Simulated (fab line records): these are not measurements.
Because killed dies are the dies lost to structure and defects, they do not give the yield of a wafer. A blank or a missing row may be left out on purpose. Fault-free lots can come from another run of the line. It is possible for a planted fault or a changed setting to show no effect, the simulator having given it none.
fab line records || flow sky130
[record] {"lots": 4, "wafers": 12, "last_day": 50}
route steps=708 shown LOCAL_INTERCONNECT@394 CONTACT@406 PAD_OPEN@708
lots that met no fault: from a run of the same line without faults
start_h: hours from the record's opening day to when the first of the lot's shown wafers began || wait_h: hours from the lot's prior step to this one || " repeats the value in the row above || L1.1+2: one row covering several wafers at once || - no value, or no start was given || * or withheld: withheld || < > ~ a bound
route shown NAME@n: names a module that has steps shown in the file, with the first one's number in the route || usual: mean and standard deviation over wafers with no fault || same: alike in all rows || chamber/n: place in a boat || sites: each site's reading || _std_site: the standard deviation of these || _edge_site: inner sites' mean taken away from outer sites' mean || radius_mm: for every site, how far away it sits from the centre of the wafer || mask NAME#n: copy n || behind: the most recent tool/chamber to have shaped the wafer || hold: why the lot went on hold/how many hours it stayed there/how the hold came to an end || device: whichever transistor did not switch (one of n, p or np) || end of line: the same wafers' tests at the end of the route || a step with no rows: only its recipe || killed: the dies lost at the first sort to structure and to defects; this is not the yield of the wafer || map: shows each die of a wafer: x if killed, . if not, _ if none is there
set.NAME: the setting the step ran with; set.NAME@STEP: the setting that earlier step ran with || model.NAME: the simulator's own value behind a step, which no gauge read
lots at some steps of the route; a table a step, a row a wafer
services: a tool's chamber out of use, with start hour (start_h, from the record's first day; less than 0 if before it), hours out, and reason
[[steps]]
[step SKY_LOCAL_INTERCONNECT_SOFTBAKE_07]
[recipe] {"temp_c": 100, "time_s": 90, "resist": "KrF-thick"}
[step SKY_LOCAL_INTERCONNECT_EXPOSE_08]
[recipe] {"mask_id": "LI1M", "na": 0.8, "source_shape": "annular", "sigma_inner": 0.55, "sigma_outer": 0.85, "target_cd_nm": 170, "dose_mj": 28}
[step SKY_LOCAL_INTERCONNECT_PEB_09]
[recipe] {"peb_temp_c": "withheld", "peb_time_s": "withheld", "resist": "KrF-thick"}
[step SKY_LOCAL_INTERCONNECT_DEVELOP_10]
[recipe] {"develop_time_s": 60, "resist": "KrF-thick", "dev_temp_c": 21}
[step SKY_LOCAL_INTERCONNECT_ETCH_13]
[recipe] {"chemistry": "N2/H2", "target": "BARC", "ion_energy_ev": 200, "bias_w": 100, "pressure_mtorr": 30, "n2_flow_sccm": 100, "h2_flow_sccm": 200, "icp_w": 500, "stop_on": "SiO2", "time_s": 45.9, "target_depth_a": 600}
[step SKY_LOCAL_INTERCONNECT_METAL_ETCH_14]
[recipe] {"target_depth_nm": 110, "stop_on": "PSG", "chemistry": "Cl2/BCl3", "target": "TiN", "resist_sidewall_deg": 88, "pressure_mtorr": 10, "icp_w": 900, "bias_w": 48.5, "Cl2_flow_sccm": 60, "bcl3_flow_sccm": 30, "time_s": 31.4}
[step SKY_LOCAL_INTERCONNECT_STRIP_15]
[recipe] {"chemistry": "O2/N2", "power_w": 1400, "pressure_mtorr": 1500, "platen_temp_c": "withheld", "o2_flow_sccm": 3000, "n2_flow_sccm": 300, "overash_fraction": 0.5}
[step SKY_LOCAL_INTERCONNECT_STRIP_16]
[recipe] {"chemistry": "post_etch_residue_remover", "time_s": 1200, "temp_c": 72.5}
[step SKY_LOCAL_INTERCONNECT_CLEAN_17]
[recipe] {"chemistry": "IPA", "time_s": 180, "temp_c": 25}
[step SKY_LOCAL_INTERCONNECT_CLEAN_18]
[recipe] {"chemistry": "O3/DIW", "dry": "n2_spin"}
[step SKY_CONTACT_CVD_00]
[recipe] {"material": "Si3N4", "target_thk_nm": 75, "temp_c": 400, "time_s": "withheld", "rf_w": 450}
[usual] {"heater_power_w": "653/55", "rf_fwd_power_W": "444.4/2.7"}
{"lot.wafer": "L966.1", "tool": "pecvd-04", "chamber": 1, "start_h": 765.32, "wait_h": 0.0, "heater_power_w": 583, "rf_fwd_power_W": 445.6}
{"lot.wafer": "L966.2", "tool": "pecvd-04", "chamber": 0, "start_h": 765.32, "wait_h": 0.0, "heater_power_w": 700, "rf_fwd_power_W": 444.2}
{"lot.wafer": "L966.3", "tool": "pecvd-04", "chamber": 2, "start_h": 765.32, "wait_h": 0.0, "heater_power_w": 609, "rf_fwd_power_W": 440.6}
{"lot.wafer": "L966.1", "tool": "pecvd-04", "chamber": 1, "start_h": 765, "wait_h": "-", "heater_power_w": 598, "rf_fwd_power_W": 445.6}
{"lot.wafer": "L966.2", "tool": "pecvd-04", "chamber": 0, "start_h": 765, "wait_h": "-", "heater_power_w": 708, "rf_fwd_power_W": 446.9}
{"lot.wafer": "L966.3", "tool": "pecvd-04", "chamber": 2, "start_h": 765, "wait_h": "-", "heater_power_w": 617, "rf_fwd_power_W": 445.1}
{"lot.wafer": "L967.1", "tool": "pecvd-01", "chamber": 0, "start_h": 774.48, "wait_h": 0.0, "heater_power_w": 589, "rf_fwd_power_W": 446.4}
{"lot.wafer": "L967.2", "tool": "pecvd-01", "chamber": 2, "start_h": 774.48, "wait_h": 0.0, "heater_power_w": 685, "rf_fwd_power_W": 440.8}
{"lot.wafer": "L967.3", "tool": "pecvd-01", "chamber": 1, "start_h": 774.48, "wait_h": 0.0, "heater_power_w": 676, "rf_fwd_power_W": 443.9}
{"lot.wafer": "L967.1", "tool": "pecvd-01", "chamber": 0, "start_h": 774, "wait_h": "-", "heater_power_w": 588, "rf_fwd_power_W": 444.1}
{"lot.wafer": "L967.2", "tool": "pecvd-01", "chamber": 2, "start_h": 774, "wait_h": "-", "heater_power_w": 717, "rf_fwd_power_W": 442.4}
{"lot.wafer": "L967.3", "tool": "pecvd-01", "chamber": 1, "start_h": 774, "wait_h": "-", "heater_power_w": 673, "rf_fwd_power_W": 445.1}
{"lot.wafer": "L978.2", "tool": "pecvd-01", "chamber": 0, "start_h": 848.49, "wait_h": 0.0, "heater_power_w": 612, "rf_fwd_power_W": 448.8}
{"lot.wafer": "L978.3", "tool": "pecvd-01", "chamber": 2, "start_h": 848.49, "wait_h": 0.0, "heater_power_w": 664, "rf_fwd_power_W": 442.7}
{"lot.wafer": "L978.5", "tool": "pecvd-01", "chamber": 2, "start_h": 848.49, "wait_h": 0.0, "heater_power_w": 676, "rf_fwd_power_W": 442.9}
{"lot.wafer": "L981.4", "tool": "pecvd-02", "chamber": 2, "start_h": 882.35, "wait_h": 0.0, "heater_power_w": 646, "rf_fwd_power_W": 447.6}
{"lot.wafer": "L981.5", "tool": "pecvd-02", "chamber": 0, "start_h": 882.35, "wait_h": 0.0, "heater_power_w": 708, "rf_fwd_power_W": 447.3}
{"lot.wafer": "L981.6", "tool": "pecvd-02", "chamber": 1, "start_h": 882.35, "wait_h": 0.0, "heater_power_w": 588, "rf_fwd_power_W": 439.2}
[step SKY_CONTACT_THK_MEAS_01]
[recipe] {"reads": "Si3N4_of_CONTACT_CVD_00"}
[usual] {"CONTACT_CVD_00_THK": "74.5/0.89"}
{"lot.wafer": "L966.1", "tool": "film_metro-04", "chamber": "-", "start_h": 765.56, "wait_h": "-", "CONTACT_CVD_00_THK[nm]": 149.1}
{"lot.wafer": "L966.2", "tool": "film_metro-04", "chamber": "-", "start_h": 765.56, "wait_h": "-", "CONTACT_CVD_00_THK[nm]": 148.8}
{"lot.wafer": "L966.3", "tool": "film_metro-04", "chamber": "-", "start_h": 765.56, "wait_h": "-", "CONTACT_CVD_00_THK[nm]": 147.9}
{"lot.wafer": "L967.1", "tool": "film_metro-04", "chamber": "-", "start_h": 774.71, "wait_h": "-", "CONTACT_CVD_00_THK[nm]": 147.2}
{"lot.wafer": "L967.2", "tool": "film_metro-04", "chamber": "-", "start_h": 774.71, "wait_h": "-", "CONTACT_CVD_00_THK[nm]": 148.4}
{"lot.wafer": "L967.3", "tool": "film_metro-04", "chamber": "-", "start_h": 774.71, "wait_h": "-", "CONTACT_CVD_00_THK[nm]": 147.3}
{"lot.wafer": "L978.2", "tool": "film_metro-03", "chamber": "-", "start_h": 848.53, "wait_h": "-", "CONTACT_CVD_00_THK[nm]": 74.3}
{"lot.wafer": "L978.3", "tool": "film_metro-03", "chamber": "-", "start_h": 848.53, "wait_h": "-", "CONTACT_CVD_00_THK[nm]": 73.4}
{"lot.wafer": "L978.5", "tool": "film_metro-03", "chamber": "-", "start_h": 848.53, "wait_h": "-", "CONTACT_CVD_00_THK[nm]": 74.9}
{"lot.wafer": "L981.4", "tool": "film_metro-03", "chamber": "-", "start_h": 882.39, "wait_h": "-", "CONTACT_CVD_00_THK[nm]": 76.2}
{"lot.wafer": "L981.5", "tool": "film_metro-03", "chamber": "-", "start_h": 882.39, "wait_h": "-", "CONTACT_CVD_00_THK[nm]": 74.9}
{"lot.wafer": "L981.6", "tool": "film_metro-03", "chamber": "-", "start_h": 882.39, "wait_h": "-", "CONTACT_CVD_00_THK[nm]": 75.5}
[step SKY_CONTACT_HDPCVD_02]
[recipe] {"material": "SiO2", "target_thk_nm": 565, "sigma_open_frac": 0.3, "time_s": 94.2, "temp_c": 600, "sih4_flow_sccm": 60, "pressure_mtorr": 6}
[step SKY_CONTACT_CMP_04]
[recipe] {"material": "SiO2", "down_force_psi": 4, "platen_rpm": 60, "pad_velocity_m_s": 0.94248}
[step SKY_CONTACT_DEHYDRATE_06]
[recipe] {"temp_c": 200, "time_s": 60}
[step SKY_CONTACT_HMDS_07]
[recipe] {"prime_time_s": 60, "prime_temp_c": 120}
[step SKY_CONTACT_COAT_08]
[recipe] {"resist": "BARC", "temp_c": "withheld", "time_s": "withheld", "spin_rpm": 3000, "resist_thk_nm": 60}
[step SKY_CONTACT_COAT_09]
[recipe] {"resist": "KrF-thick", "spin_rpm": 3000, "resist_thk_nm": 450}
[step SKY_CONTACT_SOFTBAKE_10]
[recipe] {"temp_c": 100, "time_s": 90, "resist": "KrF-thick"}
[step SKY_CONTACT_EXPOSE_11]
[recipe] {"mask_id": "CTM1", "na": 0.8, "source_shape": "annular", "sigma_inner": 0.55, "sigma_outer": 0.85, "target_cd_nm": 170, "dose_mj": 38}
[step SKY_CONTACT_PEB_12]
[recipe] {"peb_temp_c": "withheld", "peb_time_s": "withheld", "resist": "KrF-thick"}
[step SKY_CONTACT_DEVELOP_13]
[recipe] {"develop_time_s": 60, "resist": "KrF-thick", "dev_temp_c": 21}
[step SKY_CONTACT_ETCH_16]
[recipe] {"chemistry": "N2/H2", "target": "BARC", "ion_energy_ev": 200, "source_w": 500, "bias_w": 100, "pressure_mtorr": 30, "n2_flow_sccm": 100, "h2_flow_sccm": 200, "stop_on": "SiO2", "time_s": 45.9, "target_depth_a": 600}
[step SKY_CONTACT_ETCH_17]
[recipe] {"target": "SiO2", "chemistry": "C4F8/O2/Ar", "stop_on": "Si3N4", "mask_material": "KrF-thick", "source_w": 1500, "bias_w": 1200, "pressure_mtorr": 40, "c4f8_flow_sccm": "withheld", "O2_flow_sccm": 6, "Ar_flow_sccm": 300, "time_s": "withheld", "target_depth_a": 3400}
[step SKY_CONTACT_ETCH_18]
[recipe] {"target": "Si3N4", "chemistry": "CHF3/O2", "stop_on": "TiN", "source_w": 600, "bias_w": 200, "pressure_mtorr": 40, "chf3_flow_sccm": 50, "O2_flow_sccm": 5, "time_s": 39, "target_depth_a": 750}
[usual] {"drypump_motor_current_A": "5.8/0.46", "oes_product_au": "0.852/0.0072", "rf_fwd_power_W": "594.3/2.7", "throttle_valve_pct": "8.792/0.0091"}
{"lot.wafer": "L966.1", "tool": "rie_diel-02", "chamber": 2, "start_h": "-", "wait_h": "-", "drypump_motor_current_A": 5.9, "oes_product_au": 0.991, "rf_fwd_power_W": 596.2, "rf_hours_counter_h": 2, "throttle_valve_pct": 8.816, "model.etch.depth_nm": 96.73}
{"lot.wafer": "L966.2", "tool": "rie_diel-02", "chamber": 0, "start_h": "-", "wait_h": "-", "drypump_motor_current_A": 6.3, "oes_product_au": 1.019, "rf_fwd_power_W": 596.9, "rf_hours_counter_h": 20, "throttle_valve_pct": 8.815, "model.etch.depth_nm": 99.9}
{"lot.wafer": "L966.3", "tool": "rie_diel-02", "chamber": 3, "start_h": "-", "wait_h": "-", "drypump_motor_current_A": 6.1, "oes_product_au": 1.008, "rf_fwd_power_W": 597.0, "rf_hours_counter_h": 11, "throttle_valve_pct": 8.833, "model.etch.depth_nm": 98.64}
{"lot.wafer": "L967.1", "tool": "rie_diel-04", "chamber": 3, "start_h": "-", "wait_h": "-", "drypump_motor_current_A": 5.8, "oes_product_au": 0.982, "rf_fwd_power_W": 593.4, "rf_hours_counter_h": 6, "throttle_valve_pct": 8.835, "model.etch.depth_nm": 95.08}
{"lot.wafer": "L967.2", "tool": "rie_diel-04", "chamber": 2, "start_h": "-", "wait_h": "-", "drypump_motor_current_A": 5.8, "oes_product_au": 1.001, "rf_fwd_power_W": 591.8, "rf_hours_counter_h": 2, "throttle_valve_pct": 8.824, "model.etch.depth_nm": 96.96}
{"lot.wafer": "L967.3", "tool": "rie_diel-04", "chamber": 1, "start_h": "-", "wait_h": "-", "drypump_motor_current_A": 5.1, "oes_product_au": 0.991, "rf_fwd_power_W": 596.6, "rf_hours_counter_h": 16, "throttle_valve_pct": 8.858, "model.etch.depth_nm": 96.05}
{"lot.wafer": "L978.2", "tool": "rie_diel-01", "chamber": 2, "start_h": "-", "wait_h": "-", "drypump_motor_current_A": 5.3, "oes_product_au": 0.847, "rf_fwd_power_W": 596.4, "rf_hours_counter_h": 11, "throttle_valve_pct": 8.800, "model.etch.depth_nm": 74.26}
{"lot.wafer": "L978.3", "tool": "rie_diel-01", "chamber": 0, "start_h": "-", "wait_h": "-", "drypump_motor_current_A": 5.8, "oes_product_au": 0.849, "rf_fwd_power_W": 595.1, "rf_hours_counter_h": 10, "throttle_valve_pct": 8.786, "model.etch.depth_nm": 73.39}
{"lot.wafer": "L978.5", "tool": "rie_diel-01", "chamber": 0, "start_h": "-", "wait_h": "-", "drypump_motor_current_A": 5.8, "oes_product_au": 0.854, "rf_fwd_power_W": 595.2, "rf_hours_counter_h": "-", "throttle_valve_pct": 8.771, "model.etch.depth_nm": 74.99}
{"lot.wafer": "L981.4", "tool": "rie_diel-04", "chamber": 3, "start_h": "-", "wait_h": "-", "drypump_motor_current_A": 5.8, "oes_product_au": 0.863, "rf_fwd_power_W": 591.6, "rf_hours_counter_h": 10, "throttle_valve_pct": 8.783, "model.etch.depth_nm": 76.2}
{"lot.wafer": "L981.5", "tool": "rie_diel-04", "chamber": 0, "start_h": "-", "wait_h": "-", "drypump_motor_current_A": 5.7, "oes_product_au": 0.852, "rf_fwd_power_W": 595.4, "rf_hours_counter_h": "-", "throttle_valve_pct": 8.792, "model.etch.depth_nm": 74.94}
{"lot.wafer": "L981.6", "tool": "rie_diel-04", "chamber": 3, "start_h": "-", "wait_h": "-", "drypump_motor_current_A": 5.8, "oes_product_au": 0.859, "rf_fwd_power_W": 594.4, "rf_hours_counter_h": "-", "throttle_valve_pct": 8.789, "model.etch.depth_nm": 75.56}
[step SKY_CONTACT_STRIP_19]
[recipe] {"chemistry": "O2/N2", "power_w": 1400, "pressure_mtorr": 1500, "platen_temp_c": "withheld", "o2_flow_sccm": 3000, "n2_flow_sccm": 300, "overash_fraction": 0.5}
[step SKY_PAD_OPEN_PROBE_99]
[usual] {"killed_at_M0_to_M3": "44/7", "killed_at_M4_up": "3.4/1.7", "killed_at_contacts": "24/4.9", "killed_at_front_end": "15/4.5", "killed_at_other": "0.4/0.61", "killed_dies": "86/9.7", "killed_on_rim": "17/3.6", "killed_open": "47/7.1", "killed_short": "39/6.1"}
[same] {"gross_dies": 492, "killed_at_back_side": 0}
{"lot.wafer": "L966.1", "tool": "prober-01", "chamber": "-", "start_h": 1120.56, "wait_h": 0.1, "killed_at_M0_to_M3": 49, "killed_at_M4_up": 5, "killed_at_contacts": 422, "killed_at_front_end": 16, "killed_at_other": 0, "killed_dies": 492, "killed_on_rim": 96, "killed_open": 56, "killed_short": 43}
{"lot.wafer": "L966.2", "tool": "prober-01", "chamber": "-", "start_h": 1120.61, "wait_h": 0.1, "killed_at_M0_to_M3": 38, "killed_at_M4_up": 6, "killed_at_contacts": 431, "killed_at_front_end": 17, "killed_at_other": 0, "killed_dies": 492, "killed_on_rim": 96, "killed_open": 51, "killed_short": 42}
{"lot.wafer": "L966.3", "tool": "prober-01", "chamber": "-", "start_h": 1120.66, "wait_h": 0.2, "killed_at_M0_to_M3": 44, "killed_at_M4_up": 2, "killed_at_contacts": 431, "killed_at_front_end": 15, "killed_at_other": 0, "killed_dies": 492, "killed_on_rim": 96, "killed_open": 54, "killed_short": 37}
{"lot.wafer": "L967.1", "tool": "prober-02", "chamber": "-", "start_h": 1126.99, "wait_h": 0.1, "killed_at_M0_to_M3": 49, "killed_at_M4_up": 2, "killed_at_contacts": 429, "killed_at_front_end": 12, "killed_at_other": 0, "killed_dies": 492, "killed_on_rim": 96, "killed_open": 53, "killed_short": 34}
{"lot.wafer": "L967.2", "tool": "prober-02", "chamber": "-", "start_h": 1127.04, "wait_h": 0.1, "killed_at_M0_to_M3": 49, "killed_at_M4_up": 3, "killed_at_contacts": 430, "killed_at_front_end": 10, "killed_at_other": 0, "killed_dies": 492, "killed_on_rim": 96, "killed_open": 46, "killed_short": 38}
{"lot.wafer": "L967.3", "tool": "prober-02", "chamber": "-", "start_h": 1127.09, "wait_h": 0.2, "killed_at_M0_to_M3": 47, "killed_at_M4_up": 4, "killed_at_contacts": 424, "killed_at_front_end": 15, "killed_at_other": 2, "killed_dies": 492, "killed_on_rim": 96, "killed_open": 48, "killed_short": 46}
{"lot.wafer": "L978.2", "tool": "prober-02", "chamber": "-", "start_h": 1179.58, "wait_h": 0.1, "killed_at_M0_to_M3": 41, "killed_at_M4_up": 3, "killed_at_contacts": 23, "killed_at_front_end": 16, "killed_at_other": 1, "killed_dies": 84, "killed_on_rim": 14, "killed_open": 47, "killed_short": 37}
{"lot.wafer": "L978.3", "tool": "prober-02", "chamber": "-", "start_h": 1179.63, "wait_h": 0.2, "killed_at_M0_to_M3": 43, "killed_at_M4_up": 3, "killed_at_contacts": 28, "killed_at_front_end": 17, "killed_at_other": 1, "killed_dies": 92, "killed_on_rim": 16, "killed_open": 53, "killed_short": 39}
{"lot.wafer": "L978.5", "tool": "prober-02", "chamber": "-", "start_h": 1179.73, "wait_h": 0.2, "killed_at_M0_to_M3": 43, "killed_at_M4_up": 5, "killed_at_contacts": 14, "killed_at_front_end": 18, "killed_at_other": 1, "killed_dies": 81, "killed_on_rim": 10, "killed_open": 46, "killed_short": 34}
{"lot.wafer": "L981.4", "tool": "prober-02", "chamber": "-", "start_h": 1202.99, "wait_h": 0.2, "killed_at_M0_to_M3": 35, "killed_at_M4_up": 4, "killed_at_contacts": 25, "killed_at_front_end": 17, "killed_at_other": 0, "killed_dies": 81, "killed_on_rim": 19, "killed_open": 42, "killed_short": 39}
{"lot.wafer": "L981.5", "tool": "prober-02", "chamber": "-", "start_h": 1203.04, "wait_h": 0.2, "killed_at_M0_to_M3": 53, "killed_at_M4_up": 3, "killed_at_contacts": 20, "killed_at_front_end": 12, "killed_at_other": 1, "killed_dies": 89, "killed_on_rim": 14, "killed_open": 43, "killed_short": 46}
{"lot.wafer": "L981.6", "tool": "prober-02", "chamber": "-", "start_h": 1203.09, "wait_h": 0.2, "killed_at_M0_to_M3": 40, "killed_at_M4_up": 2, "killed_at_contacts": 25, "killed_at_front_end": 14, "killed_at_other": 0, "killed_dies": 81, "killed_on_rim": 20, "killed_open": 38, "killed_short": 43}
// killed by level:class
L966.1 CONTACT:area_etch=393 VIA3:geometric_particle:open=10 CONTACT:geometric_particle:open=8 VIA2:geometric_particle:open=8 VIA1:geometric_particle:open=8 LI_CONTACT:geometric_particle:open=7 VIA1:geometric_particle:short=6 METAL2:geometric_particle:short=6
L966.2 CONTACT:area_etch=399 CONTACT:geometric_particle:open=13 VIA1:geometric_particle:open=10 CONTACT:geometric_particle:short=8 VIA2:geometric_particle:open=6 FIELD_ISO:geometric_particle:open=5 METAL4:geometric_particle:short=5 POLY_GATE:geometric_particle:open=4
L966.3 CONTACT:area_etch=401 VIA1:geometric_particle:open=19 CONTACT:geometric_particle:open=15 FIELD_ISO:geometric_particle:short=5 POLY_GATE:geometric_particle:short=5 CONTACT:geometric_particle:short=5 VIA2:geometric_particle:open=5 LI_CONTACT:geometric_particle:open=4
L967.1 CONTACT:area_etch=404 VIA2:geometric_particle:open=13 VIA1:geometric_particle:open=10 CONTACT:geometric_particle:open=9 VIA1:geometric_particle:short=7 LI_CONTACT:geometric_particle:open=7 VIA3:geometric_particle:open=7 POLY_GATE:geometric_particle:short=5
L967.2 CONTACT:area_etch=407 VIA1:geometric_particle:open=11 LI_CONTACT:geometric_particle:open=8 CONTACT:geometric_particle:open=8 METAL1:geometric_particle:short=7 VIA1:geometric_particle:short=7 VIA3:geometric_particle:open=5 VIA3:geometric_particle:short=5
L967.3 CONTACT:area_etch=398 VIA1:geometric_particle:open=16 CONTACT:geometric_particle:open=9 LOCAL_INTERCONNECT:geometric_particle:short=6 LI_CONTACT:geometric_particle:open=5 CONTACT:geometric_particle:short=5 METAL1:geometric_particle:short=5 POLY_GATE:geometric_particle:short=4
L978.2 VIA1:geometric_particle:open=11 CONTACT:geometric_particle:open=7 METAL2:geometric_particle:short=7 CONTACT:geometric_particle:short=6 METAL1:geometric_particle:short=6 LI_CONTACT:geometric_particle:open=5 VIA2:geometric_particle:open=5 FIELD_ISO:geometric_particle:open=4
L978.3 CONTACT:geometric_particle:open=10 VIA3:geometric_particle:open=9 VIA1:geometric_particle:open=8 LI_CONTACT:geometric_particle:open=7 VIA2:geometric_particle:open=7 FIELD_ISO:geometric_particle:short=6 FIELD_ISO:geometric_particle:open=6 LI_CONTACT:geometric_particle:short=6
L978.5 VIA1:geometric_particle:open=12 METAL2:geometric_particle:short=8 FIELD_ISO:geometric_particle:open=6 LI_CONTACT:geometric_particle:open=5 CONTACT:geometric_particle:open=5 VIA2:geometric_particle:open=5 FIELD_ISO:geometric_particle:short=4 POLY_GATE:geometric_particle:short=4
L981.4 VIA1:geometric_particle:open=9 POLY_GATE:geometric_particle:short=6 CONTACT:geometric_particle:short=6 CONTACT:geometric_particle:open=6 VIA2:geometric_particle:open=6 FIELD_ISO:geometric_particle:open=5 METAL1:geometric_particle:short=5 LI_CONTACT:geometric_particle:open=4
L981.5 VIA1:geometric_particle:open=11 CONTACT:geometric_particle:open=7 METAL1:geometric_particle:short=7 METAL2:geometric_particle:short=7 VIA2:geometric_particle:open=7 VIA3:geometric_particle:open=6 LOCAL_INTERCONNECT:geometric_particle:short=5 VIA1:geometric_particle:short=5
L981.6 POLY_GATE:geometric_particle:short=9 VIA1:geometric_particle:open=9 CONTACT:geometric_particle:open=8 VIA3:geometric_particle:open=7 METAL2:geometric_particle:short=6 LI_CONTACT:geometric_particle:open=5 LOCAL_INTERCONNECT:geometric_particle:short=4 CONTACT:geometric_particle:short=4
// map L966.1 (x killed, . not)
__________xxxxxxxxxx_________
________xxxxxxxxxxxxxx_______
______xxxxxxxxxxxxxxxxxx_____
_____xxxxxxxxxxxxxxxxxxxx____
____xxxxxxxxxxxxxxxxxxxxxx___
___xxxxxxxxxxxxxxxxxxxxxxxx__
__xxxxxxxxxxxxxxxxxxxxxxxxxx_
_xxxxxxxxxxxxxxxxxxxxxxxxxxxx
_xxxxxxxxxxxxxxxxxxxxxxxxxxxx
_xxxxxxxxxxxxxxxxxxxxxxxxxxxx
_xxxxxxxxxxxxxxxxxxxxxxxxxxxx
_xxxxxxxxxxxxxxxxxxxxxxxxxxxx
_xxxxxxxxxxxxxxxxxxxxxxxxxxxx
_xxxxxxxxxxxxxxxxxxxxxxxxxxxx
_xxxxxxxxxxxxxxxxxxxxxxxxxxxx
__xxxxxxxxxxxxxxxxxxxxxxxxxx_
___xxxxxxxxxxxxxxxxxxxxxxxx__
____xxxxxxxxxxxxxxxxxxxxxx___
_____xxxxxxxxxxxxxxxxxxxx____
______xxxxxxxxxxxxxxxxxx_____
________xxxxxxxxxxxxxx_______
__________xxxxxxxxxx_________
// map L967.1 (x killed, . not)
__________xxxxxxxxxx_________
________xxxxxxxxxxxxxx_______
______xxxxxxxxxxxxxxxxxx_____
_____xxxxxxxxxxxxxxxxxxxx____
____xxxxxxxxxxxxxxxxxxxxxx___
___xxxxxxxxxxxxxxxxxxxxxxxx__
__xxxxxxxxxxxxxxxxxxxxxxxxxx_
_xxxxxxxxxxxxxxxxxxxxxxxxxxxx
_xxxxxxxxxxxxxxxxxxxxxxxxxxxx
_xxxxxxxxxxxxxxxxxxxxxxxxxxxx
_xxxxxxxxxxxxxxxxxxxxxxxxxxxx
_xxxxxxxxxxxxxxxxxxxxxxxxxxxx
_xxxxxxxxxxxxxxxxxxxxxxxxxxxx
_xxxxxxxxxxxxxxxxxxxxxxxxxxxx
_xxxxxxxxxxxxxxxxxxxxxxxxxxxx
__xxxxxxxxxxxxxxxxxxxxxxxxxx_
___xxxxxxxxxxxxxxxxxxxxxxxx__
____xxxxxxxxxxxxxxxxxxxxxx___
_____xxxxxxxxxxxxxxxxxxxx____
______xxxxxxxxxxxxxxxxxx_____
________xxxxxxxxxxxxxx_______
__________xxxxxxxxxx_________
[[services]]
{"tool": "pecvd-01", "chamber": 1, "start_h": 750.24, "hours": 2.1, "kind": "scheduled_down"}
{"tool": "pecvd-02", "chamber": "-", "start_h": 750.29, "hours": 0.6, "kind": "repair"}
{"tool": "pecvd-01", "chamber": "-", "start_h": 778.71, "hours": 0.7, "kind": "repair"}
{"tool": "pecvd-02", "chamber": "-", "start_h": 789.75, "hours": 2.8, "kind": "pm"}
{"tool": "rie_diel-01", "chamber": 1, "start_h": 793.97, "hours": 5.2, "kind": "repair"}
{"tool": "pecvd-01", "chamber": "-", "start_h": 796.54, "hours": 1.1, "kind": "repair"}
{"tool": "pecvd-02", "chamber": 0, "start_h": 800.82, "hours": "-", "kind": "calibration"}
{"tool": "pecvd-04", "chamber": 2, "start_h": 808.08, "hours": 2.1, "kind": "scheduled_down"}
{"tool": "pecvd-01", "chamber": 1, "start_h": 818.12, "hours": "-", "kind": "clean"}
{"tool": "pecvd-01", "chamber": 1, "start_h": 818.12, "hours": "-", "kind": "consumable_replace:showerhead"}
{"tool": "pecvd-01", "chamber": 1, "start_h": 818.12, "hours": 29.0, "kind": "scheduled_down"}
{"tool": "pecvd-01", "chamber": 1, "start_h": 818.12, "hours": 29.0, "kind": "vent_cycle"}
{"tool": "rie_diel-02", "chamber": 0, "start_h": 836.78, "hours": 28.9, "kind": "repair"}
{"tool": "pecvd-02", "chamber": 1, "start_h": 839.13, "hours": 1.9, "kind": "repair"}
{"tool": "pecvd-01", "chamber": 0, "start_h": 840.50, "hours": 6.2, "kind": "repair"}
{"tool": "rie_diel-02", "chamber": "-", "start_h": 842.66, "hours": 2.6, "kind": "repair"}
{"tool": "pecvd-04", "chamber": 1, "start_h": 877.31, "hours": 5.5, "kind": "scheduled_down"}
{"tool": "rie_diel-01", "chamber": 2, "start_h": 879.06, "hours": 41.8, "kind": "repair"}
{"tool": "pecvd-04", "chamber": "-", "start_h": 907.36, "hours": 4.0, "kind": "repair"}
[[key]]
[first_sign] {"step": "SKY_CONTACT_CVD_00", "reading": "visit", "direction": "added"}
[effect] {"step": "SKY_CONTACT_THK_MEAS_01", "reading": "CONTACT_CVD_00_THK", "direction": "up", "sigmas": 83, "usual": 74.5, "struck": 148.1}
[effect] {"step": "SKY_CONTACT_ETCH_18", "reading": "oes_product_au", "direction": "up", "sigmas": 20, "usual": 0.852, "struck": 0.999}
[effect] {"step": "SKY_PAD_OPEN_PROBE_99", "reading": "killed_at_contacts", "direction": "up", "sigmas": 83, "usual": 24, "struck": 428}
[model_effect] {"step": "SKY_CONTACT_ETCH_18", "value": "etch.depth_nm", "without": 73.98, "struck": 97.23}
[more_kills_born_at] {"SKY_CONTACT_ETCH_18@rie_diel-04": 1209, "SKY_CONTACT_ETCH_18@rie_diel-02": 1193}
met_at SKY_CONTACT_CVD_00
struck_wafers L966.1,L966.2,L966.3,L967.1,L967.2,L967.3
later_rows_left_out L966.1,L966.2,L966.3,L967.1,L967.2,L967.3
tester_left_out L966,L967
[fault] {"kind": "repeated_step_whole", "tool": "pecvd-01,pecvd-02,pecvd-04", "chamber": "-", "onset_h": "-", "steps": "SKY_CONTACT_CVD_00", "times": 1, "scope": "struck_lots_only"}
// tester_left_out: of these lots the tester's yield and bins aren't shown, on N5 and GAA mostly nor the transistor test; their killed dies are dies lost to structure and defects alone, not to doping, threshold or leakage, so they don't give the yield
// later_rows_left_out: the simulator's readings of these wafers behind a module that went badly wrong aren't trusted and aren't shown, but for the sort
